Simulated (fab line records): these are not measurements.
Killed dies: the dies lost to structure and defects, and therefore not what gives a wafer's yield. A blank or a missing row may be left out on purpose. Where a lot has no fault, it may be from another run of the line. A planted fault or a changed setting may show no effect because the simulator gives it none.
Which of the tools did it? | flow sfq_line | Sampling: 14 lots, 42 wafers, 4 of 325 route steps

## WHAT THE GAUGES SHOWED, per wafer
SFQ_M8_BOW_MEAS_951.
lot  | measured     | on            | M8_BOW (um)
L933 | day 80 01:03 | film_metro-04 | 5 7 6
L934 | day 80 12:17 | film_metro-02 | 7 16 6
L935 | day 80 18:16 | film_metro-03 | 3 -1 -9
L937 | day 81 18:36 | film_metro-02 | -8 -4 -12
L939 | day 82 04:43 | film_metro-02 | 0 18 1
L940 | day 82 07:08 | film_metro-03 | -8 -3 -8
L943 | day 85 15:43 | film_metro-03 | -7 3 -5
L944 | day 86 14:11 | film_metro-03 | 6 15 16
L948 | day 86 20:11 | film_metro-02 | 11 18 31
L949 | day 87 14:49 | film_metro-04 | 36 16 21
L952 | day 88 19:58 | film_metro-02 | 15 28 8
L953 | day 92 05:06 | film_metro-03 | 3 9 4
L954 | day 92 08:40 | film_metro-04 | -8 12 9
L955 | day 92 12:53 | film_metro-03 | -2 7 2

## WHICH TOOL RAN EACH LOT (tool, then ch and the chambers of the sampled wafers, then the start)
lot  | SFQ_TRILAYER_A5B_DEP_PECVD_129  | SFQ_TRILAYER_M7_LITHO_COAT_182    | SFQ_TRILAYER_M7_STRIP_STRIP_181
L933 | pecvd-04 ch 0,1, day 60 13:55   | litho_track-03 ch 0, day 72 03:43 | rie_metal-03 ch 0,1, day 72 07:20
L934 | pecvd-03 ch 0,1,2, day 60 16:19 | litho_track-02 ch 0, day 75 22:53 | rie_metal-03 ch 0,1, day 76 01:26
L935 | pecvd-01 ch 1,2, day 60 17:31   | litho_track-02 ch 0, day 76 03:51 | rie_metal-01 ch 0,1, day 76 07:22
L937 | pecvd-01 ch 0,1,2, day 60 23:34 | litho_track-02 ch 0, day 76 12:26 | rie_metal-01 ch 0,1, day 76 17:26
L939 | pecvd-04 ch 0,1,2, day 61 05:31 | litho_track-03 ch 0, day 76 19:29 | rie_metal-04 ch 0,1, day 76 22:02
L940 | pecvd-04 ch 1,2, day 61 08:35   | litho_track-03 ch 0, day 76 20:45 | rie_metal-01 ch 0,1, day 76 23:14
L943 | pecvd-01 ch 0,1,2, day 61 19:23 | litho_track-03 ch 0, day 81 00:14 | rie_metal-01 ch 0, day 81 02:42
L944 | pecvd-04 ch 0,1,2, day 61 20:37 | litho_track-02 ch 0, day 81 05:02 | rie_metal-04 ch 0,1, day 85 03:50
L948 | pecvd-03 ch 0,1,2, day 62 07:23 | litho_track-03 ch 0, day 82 04:05 | rie_metal-03 ch 0,1, day 85 23:02
L949 | pecvd-04 ch 1,2, day 65 02:23   | litho_track-03 ch 0, day 82 08:56 | rie_metal-03 ch 1, day 86 05:39
L952 | pecvd-04 ch 0,1,2, day 65 13:11 | litho_track-02 ch 0, day 84 07:52 | rie_metal-04 ch 0,1, day 88 01:22
L953 | pecvd-01 ch 0,1, day 67 08:23   | litho_track-02 ch 0, day 85 08:29 | rie_metal-01 ch 0, day 88 21:18
L954 | pecvd-01 ch 0,1, day 67 22:55   | litho_track-03 ch 0, day 85 18:08 | rie_metal-01 ch 0, day 89 02:18
L955 | pecvd-03 ch 0,2, day 68 03:43   | litho_track-02 ch 0, day 85 21:47 | rie_metal-01 ch 0,1, day 89 05:43
- SFQ_TRILAYER_A5B_DEP_PECVD_129: deposits SiO2 from SiH4/N2O, time 133.33 s, target thk 600 nm.
- SFQ_TRILAYER_M7_LITHO_COAT_182: resist thk 62 nm.
- SFQ_TRILAYER_M7_STRIP_STRIP_181: strips in O2.

## AS READ BY THE TOOLS THEMSELVES (means over the sampled wafers that have a number; for cases with no such wafer, the mark the record gives instead)
SFQ_TRILAYER_A5B_DEP_PECVD_129.
lot  | tool     | heater_power_w (W) | throttle_valve_pct (%)
L933 | pecvd-04 | 63                 | 26.4
L934 | pecvd-03 | 83                 | 26.3
L935 | pecvd-01 | 99                 | 22.3
L937 | pecvd-01 | 98                 | 22.6
L939 | pecvd-04 | 67                 | 25.9
L940 | pecvd-04 | 66                 | 26.0
L943 | pecvd-01 | 93                 | 22.7
L944 | pecvd-04 | 71                 | 25.8
L948 | pecvd-03 | 84                 | 26.3
L949 | pecvd-04 | 69                 | 26.3
L952 | pecvd-04 | 66                 | 26.2
L953 | pecvd-01 | 94                 | 23.0
L954 | pecvd-01 | 107                | 22.7
L955 | pecvd-03 | 84                 | 27.4

SFQ_TRILAYER_M7_LITHO_COAT_182.
lot  | tool           | chill_plate_temp_C (C) | spin_speed_rpm (rpm)
L933 | litho_track-03 | 22.91                  | 2999.0
L934 | litho_track-02 | 23.19                  | 3002.2
L935 | litho_track-02 | 22.95                  | 3002.3
L937 | litho_track-02 | 22.97                  | 2999.2
L939 | litho_track-03 | 22.91                  | 3001.0
L940 | litho_track-03 | 23.18                  | 3001.4
L943 | litho_track-03 | 22.81                  | 3000.5
L944 | litho_track-02 | 22.91                  | 2998.8
L948 | litho_track-03 | 22.88                  | 3195.4
L949 | litho_track-03 | 22.87                  | 3197.5
L952 | litho_track-02 | 22.96                  | 2998.6
L953 | litho_track-02 | 22.80                  | 2998.6
L954 | litho_track-03 | 22.98                  | 3002.0
L955 | litho_track-02 | 23.18                  | 2999.7

SFQ_TRILAYER_M7_STRIP_STRIP_181.
lot  | tool         | chamber_pressure_mTorr (mTorr) | drypump_motor_current_A (A) | oes_product_au (a.u.)
L933 | rie_metal-03 | 49.98                          | 5.86                        | 1.001
L934 | rie_metal-03 | 50.02                          | 5.79                        | 0.998
L935 | rie_metal-01 | 50.00                          | 5.50                        | 1.009
L937 | rie_metal-01 | 49.96                          | 5.49                        | 1.008
L939 | rie_metal-04 | 50.05                          | 5.90                        | 0.993
L940 | rie_metal-01 | 50.00                          | 5.48                        | 1.002
L943 | rie_metal-01 | 50.02                          | 5.51                        | 0.998
L944 | rie_metal-04 | 50.03                          | 6.03                        | 1.005
L948 | rie_metal-03 | 50.04                          | 5.84                        | 1.004
L949 | rie_metal-03 | 50.02                          | 5.75                        | 0.992
L952 | rie_metal-04 | 50.02                          | 6.02                        | 0.996
L953 | rie_metal-01 | 49.99                          | 5.52                        | 1.013
L954 | rie_metal-01 | 50.02                          | 5.50                        | 1.004
L955 | rie_metal-01 | 49.97                          | 5.48                        | 0.997

## THE ANSWER, worked out from the rows above alone
Rule: what is usual is taken from the lots themselves. The widest of any qualifying gaps counts: lots, ordered by their means at a reading, are off when they make up no more than a third of the lots, leave a main group of 4 or more, and stand apart from it by 3 or more times the standard deviation of that group's means. If all means in a main group match to the digits the tables above print for the reading, that group is not used. A lot without any number at a reading at which 4 lots or more have one is off too. Where the step has rows for the other lots, those lots are counted as sound. First the gauges in route order, then the tools' own readings, where a lot's mean is used as printed above. The first step at which some lot is off is used, and at that step the reading that is off furthest; a lot without a number counts as furthest.
Off: L948, L949 (SFQ_TRILAYER_M7_LITHO_COAT_182, spin_speed_rpm). Mean 3000.3 rpm and standard deviation 1.4 in the main group.
A tool fits if, at that step or a process step before it, it ran every lot that is off, and no sound lot after the first of them. Not one of the candidates tried fits.

## WHAT THE SIMULATOR HAD PUT IN
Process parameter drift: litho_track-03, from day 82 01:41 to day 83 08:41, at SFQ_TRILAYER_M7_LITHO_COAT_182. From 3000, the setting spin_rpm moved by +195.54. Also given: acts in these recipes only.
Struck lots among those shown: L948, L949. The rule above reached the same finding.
